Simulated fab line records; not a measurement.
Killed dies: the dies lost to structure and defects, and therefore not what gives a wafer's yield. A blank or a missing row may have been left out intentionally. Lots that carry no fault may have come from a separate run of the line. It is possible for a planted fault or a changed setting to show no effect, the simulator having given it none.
Problem report in the 8D (eight disciplines) form, filled by code | flow gf180mcu | the parts of the form that need people (team, actions taken, sign-off) are left out

## 1. THE ISSUE
Wafers without a fault read 399.4 nm, standard deviation 2.1; cd-nm at GF_HV_LDD_CD_MEAS_46 reads a mean of 500.6 nm on 4 wafers belonging to 3 lots. Measured from the usual mean, that is +48 standard deviations.
The step: target cd 400 nm.
First observed at day 17 02:40: wafer L337.3, on cd-sem-02. At this step, 40 wafers from 14 lots have a number in the record. By rule, "out" or "out of limits" means more than 4 standard deviations away from the usual mean. All remaining wafers that have a number are taken as sound.

## 2. WHAT IT IS, AND WHAT IT ISN'T
question                    | is                             | is not
which readings at this step | cd-nm                          | -
which lots                  | L337, L339, L340               | L323, L324, L325, L327, L328, L329, L330, L331, L333, L345, L346
which wafers of those lots  | L337.3, L337.4, L339.3, L340.3 | L337.2, L339.6, L340.5
read on which gauges        | cd-sem-01, cd-sem-02           | -
when                        | from day 17 02:40              | up to then (28 sound wafers); but 8 sound wafers of L339, L340, L345, L346 came after

## 3. THE SUSPECTS, EACH WITH WHAT RULES IT OUT
Counting: any tool at a process step up to the reading remains a suspect provided it ran every lot that is out. Sound lots after the first of them don't rule it out here, since some wafers of a struck lot are sound.
- the gauge at GF_HV_LDD_CD_MEAS_46: ruled out. The wafers that are out were read on 2 gauges (cd-sem-01, cd-sem-02).
- litho-track-01 at GF_HV_LDD_COAT_41 (resist thk 1000 nm): kept. It ran every lot that is out, first L337 (day 16 15:34); its last sound lot up to then is L333 (day 15 08:41).
Left after counting: litho-track-01 at GF_HV_LDD_COAT_41.

## 4. THE CAUSE (what the simulator had put in)
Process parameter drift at GF_HV_LDD_COAT_41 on litho-track-01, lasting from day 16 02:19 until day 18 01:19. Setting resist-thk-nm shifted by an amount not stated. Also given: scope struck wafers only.
The count eliminated every tool but this one.

## 5. THE EFFECT CHAIN, in route order
Each row: a reading where the mean over the struck wafers with a number is more than 3 standard deviations away from the usual. Scope: only readings with a usual standard deviation given in the record; hours: median across lots of the time from each lot's start at the first step in this table that gives one to its start at this step; sigmas: change in usual standard deviations.
hours | step                 | reading                  | usual      | on struck wafers | change | sigmas
0     | GF_HV_LDD_CD_MEAS_46 | cd-nm                    | 399.4 nm   | 500.6            | +101.2 | +48
0     | GF_HV_LDD_STRIP_49   | oes-product-au           | 0.716 a.u. | 0.426            | -0.290 | -58
0     | GF_HV_LDD_STRIP_49   | strip-time-to-endpoint-s | 12.63 s    | 4.66             | -7.97  | -99 or more
Its process steps:
- GF_HV_LDD_STRIP_49: strips in O2/N2.
Later measuring or inspecting steps at which every struck wafer that the step has a row for has a number for every such reading, and none has moved that far: GF_PSD_RS_MEAS_14.

## 6. HOW IT WOULD HAVE BEEN CAUGHT EARLIER
Counted from the fault's start at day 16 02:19, it took 24 hours until the first out-of-limits reading at a measuring or inspecting step in this record, taken at day 17 02:40.
L339, L340, from the lots that are out (3), started GF_HV_LDD_COAT_41 on litho-track-01 later than day 17 02:40. A hold on the tool at that time would have spared those 2.
